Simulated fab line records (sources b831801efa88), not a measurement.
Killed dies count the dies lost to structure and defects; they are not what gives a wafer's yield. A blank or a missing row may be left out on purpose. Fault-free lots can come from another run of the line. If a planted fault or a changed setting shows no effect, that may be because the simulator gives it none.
Which tool was responsible? || flow gf180mcu || 13 lots with 39 wafers sampled at 3 steps, on a route of 602 steps

## WHAT THE GAUGES READ, wafer by wafer
GF_V5_THK_MEAS_01. Usual: for V5_CVD_00_THK the level is 298.4 nm and the standard deviation is 2.9.
{"lot": "L761", "measured": "day 26 16:31", "on": "film-metro-01", "V5_CVD_00_THK (nm)": "300.0 298.8 297.2", "flag": ""}
{"lot": "L763", "measured": "day 27 18:01", "on": "film-metro-02", "V5_CVD_00_THK (nm)": "295.8 295.8 294.6", "flag": ""}
{"lot": "L764", "measured": "day 28 05:31", "on": "film-metro-04", "V5_CVD_00_THK (nm)": "297.6 296.0 296.6", "flag": ""}
{"lot": "L765", "measured": "day 28 07:41", "on": "film-metro-02", "V5_CVD_00_THK (nm)": "297.4 304.7 298.9", "flag": ""}
{"lot": "L766", "measured": "day 28 14:00", "on": "film-metro-04", "V5_CVD_00_THK (nm)": "296.9 296.2 292.0", "flag": ""}
{"lot": "L775", "measured": "day 31 05:06", "on": "film-metro-01", "V5_CVD_00_THK (nm)": "299.4 303.6 300.4", "flag": ""}
{"lot": "L776", "measured": "day 31 10:10", "on": "film-metro-02", "V5_CVD_00_THK (nm)": "296.4 303.1 302.9", "flag": ""}
{"lot": "L777", "measured": "day 31 15:28", "on": "film-metro-01", "V5_CVD_00_THK (nm)": "302.8 300.3 300.0", "flag": ""}
{"lot": "L778", "measured": "day 31 21:18", "on": "film-metro-01", "V5_CVD_00_THK (nm)": "298.9 297.2 294.8", "flag": ""}
{"lot": "L779", "measured": "day 32 01:53", "on": "film-metro-01", "V5_CVD_00_THK (nm)": "301.4 303.3 299.2", "flag": ""}
{"lot": "L780", "measured": "day 32 11:28", "on": "film-metro-01", "V5_CVD_00_THK (nm)": "295.4 297.3 295.8", "flag": ""}
{"lot": "L781", "measured": "day 32 15:01", "on": "film-metro-01", "V5_CVD_00_THK (nm)": "297.4 297.1 297.8", "flag": ""}
{"lot": "L782", "measured": "day 32 20:05", "on": "film-metro-02", "V5_CVD_00_THK (nm)": "296.6 293.7 295.3", "flag": ""}

GF_V5_CD_MEAS_14 targets a cd of 260 nm. Usual: cd-nm reads 260.4 nm (standard deviation 1.4).
{"lot": "L761", "measured": "day 27 12:55", "on": "cd-sem-02", "cd-nm (nm)": "260.0 260.6 260.1", "flag": ""}
{"lot": "L763", "measured": "day 28 14:08", "on": "cd-sem-02", "cd-nm (nm)": "259.5 258.9 260.5", "flag": ""}
{"lot": "L764", "measured": "day 29 01:02", "on": "cd-sem-01", "cd-nm (nm)": "263.0 261.5 262.4", "flag": ""}
{"lot": "L765", "measured": "day 29 04:03", "on": "cd-sem-01", "cd-nm (nm)": "260.4 261.0 261.5", "flag": ""}
{"lot": "L766", "measured": "day 29 09:32", "on": "cd-sem-02", "cd-nm (nm)": "259.4 260.0 259.2", "flag": ""}
{"lot": "L775", "measured": "day 31 22:57", "on": "cd-sem-01", "cd-nm (nm)": "260.9 260.1 262.4", "flag": ""}
{"lot": "L776", "measured": "day 32 04:18", "on": "cd-sem-02", "cd-nm (nm)": "260.3 260.5 259.4", "flag": ""}
{"lot": "L777", "measured": "day 32 08:53", "on": "cd-sem-01", "cd-nm (nm)": "261.7 262.2 261.5", "flag": ""}
{"lot": "L778", "measured": "day 32 14:46", "on": "cd-sem-02", "cd-nm (nm)": "262.5 263.3 262.6", "flag": ""}
{"lot": "L779", "measured": "day 32 18:57", "on": "cd-sem-02", "cd-nm (nm)": "259.9 260.2 260.9", "flag": ""}
{"lot": "L780", "measured": "day 33 04:08", "on": "cd-sem-01", "cd-nm (nm)": "260.7 261.7 262.4", "flag": ""}
{"lot": "L781", "measured": "day 33 07:44", "on": "cd-sem-01", "cd-nm (nm)": "259.9 259.9 259.2", "flag": ""}
{"lot": "L782", "measured": "day 33 12:14", "on": "cd-sem-01", "cd-nm (nm)": "260.6 260.0 259.7", "flag": ""}

## WHAT TOOL EACH LOT RAN ON (gives the tool, then ch and the chambers of the sampled wafers, and finally the start)
{"lot": "L761", "GF_MIM_METAL_ETCH_19": "rie-metal-02 ch 0, day 25 18:02"}
{"lot": "L763", "GF_MIM_METAL_ETCH_19": "rie-metal-02 ch 0,1, day 26 20:40"}
{"lot": "L764", "GF_MIM_METAL_ETCH_19": "rie-metal-01 ch 0,1, day 27 08:21"}
{"lot": "L765", "GF_MIM_METAL_ETCH_19": "rie-metal-02 ch 0,1, day 27 10:53"}
{"lot": "L766", "GF_MIM_METAL_ETCH_19": "rie-metal-04 ch 0,1, day 27 16:17"}
{"lot": "L775", "GF_MIM_METAL_ETCH_19": "rie-metal-02 ch 0,1, day 30 09:29"}
{"lot": "L776", "GF_MIM_METAL_ETCH_19": "rie-metal-02 ch 0,1, day 30 14:53"}
{"lot": "L777", "GF_MIM_METAL_ETCH_19": "rie-metal-01 ch 0,1, day 30 20:23"}
{"lot": "L778", "GF_MIM_METAL_ETCH_19": "rie-metal-04 ch 0,1, day 31 02:57"}
{"lot": "L779", "GF_MIM_METAL_ETCH_19": "rie-metal-04 ch 0,1, day 31 07:02"}
{"lot": "L780", "GF_MIM_METAL_ETCH_19": "rie-metal-04 ch 1, day 31 16:50"}
{"lot": "L781", "GF_MIM_METAL_ETCH_19": "rie-metal-02 ch 0,1, day 31 20:56"}
{"lot": "L782", "GF_MIM_METAL_ETCH_19": "rie-metal-02 ch 1, day 32 02:50"}
- GF_MIM_METAL_ETCH_19: etches the open film in Cl2/BCl3, stops on Si3N4, target depth 324.5 nm, time 54.1 s.

## AS READ BY THE TOOLS THEMSELVES (means over the sampled wafers that have a number; for cases with no such wafer, the mark the record gives instead)
GF_MIM_METAL_ETCH_19. Usual: drypump-motor-current-A 5.6 A, standard deviation 0.7; oes-product-au 0.941 a.u., standard deviation 0.0061; throttle-valve-pct 28.284 %, standard deviation 0.01.
{"lot": "L761", "tool": "rie-metal-02", "drypump-motor-current-A (A)": 6.1, "oes-product-au (a.u.)": 0.947, "throttle-valve-pct (%)": 28.274, "flag": ""}
{"lot": "L763", "tool": "rie-metal-02", "drypump-motor-current-A (A)": 5.6, "oes-product-au (a.u.)": 0.941, "throttle-valve-pct (%)": 28.293, "flag": ""}
{"lot": "L764", "tool": "rie-metal-01", "drypump-motor-current-A (A)": 5.5, "oes-product-au (a.u.)": 0.941, "throttle-valve-pct (%)": 28.271, "flag": ""}
{"lot": "L765", "tool": "rie-metal-02", "drypump-motor-current-A (A)": 5.2, "oes-product-au (a.u.)": 0.931, "throttle-valve-pct (%)": 28.298, "flag": ""}
{"lot": "L766", "tool": "rie-metal-04", "drypump-motor-current-A (A)": 6.4, "oes-product-au (a.u.)": 0.938, "throttle-valve-pct (%)": 28.293, "flag": ""}
{"lot": "L775", "tool": "rie-metal-02", "drypump-motor-current-A (A)": 5.2, "oes-product-au (a.u.)": 0.937, "throttle-valve-pct (%)": 28.286, "flag": ""}
{"lot": "L776", "tool": "rie-metal-02", "drypump-motor-current-A (A)": 5.6, "oes-product-au (a.u.)": 0.944, "throttle-valve-pct (%)": 28.270, "flag": ""}
{"lot": "L777", "tool": "rie-metal-01", "drypump-motor-current-A (A)": 5.4, "oes-product-au (a.u.)": 0.942, "throttle-valve-pct (%)": 28.285, "flag": ""}
{"lot": "L778", "tool": "rie-metal-04", "drypump-motor-current-A (A)": 6.4, "oes-product-au (a.u.)": 0.947, "throttle-valve-pct (%)": 28.284, "flag": ""}
{"lot": "L779", "tool": "rie-metal-04", "drypump-motor-current-A (A)": 6.4, "oes-product-au (a.u.)": 0.939, "throttle-valve-pct (%)": 28.292, "flag": ""}
{"lot": "L780", "tool": "rie-metal-04", "drypump-motor-current-A (A)": 6.6, "oes-product-au (a.u.)": 0.941, "throttle-valve-pct (%)": 28.280, "flag": ""}
{"lot": "L781", "tool": "rie-metal-02", "drypump-motor-current-A (A)": 5.1, "oes-product-au (a.u.)": 0.943, "throttle-valve-pct (%)": 28.279, "flag": ""}
{"lot": "L782", "tool": "rie-metal-02", "drypump-motor-current-A (A)": 4.7, "oes-product-au (a.u.)": 0.949, "throttle-valve-pct (%)": 28.286, "flag": ""}

## THE ANSWER, worked out from the rows above alone
Rule: a lot counts as off when the mean over its wafers that have a number is more than 3 standard deviations away from the usual mean. Also off: a lot with no number at a reading for which 4 or more lots have one. Where the step has rows for the other lots, those lots are counted as sound. After the gauges, taken in route order, come the tools' own readings; for these a lot's mean is taken, as printed above. At the first step where some lot is off, the reading lying furthest off is the one used; lots without a number count as furthest.
No lot is off on any of the readings shown, so nothing can be concluded from this.

## WHAT THE SIMULATOR HAD PUT IN
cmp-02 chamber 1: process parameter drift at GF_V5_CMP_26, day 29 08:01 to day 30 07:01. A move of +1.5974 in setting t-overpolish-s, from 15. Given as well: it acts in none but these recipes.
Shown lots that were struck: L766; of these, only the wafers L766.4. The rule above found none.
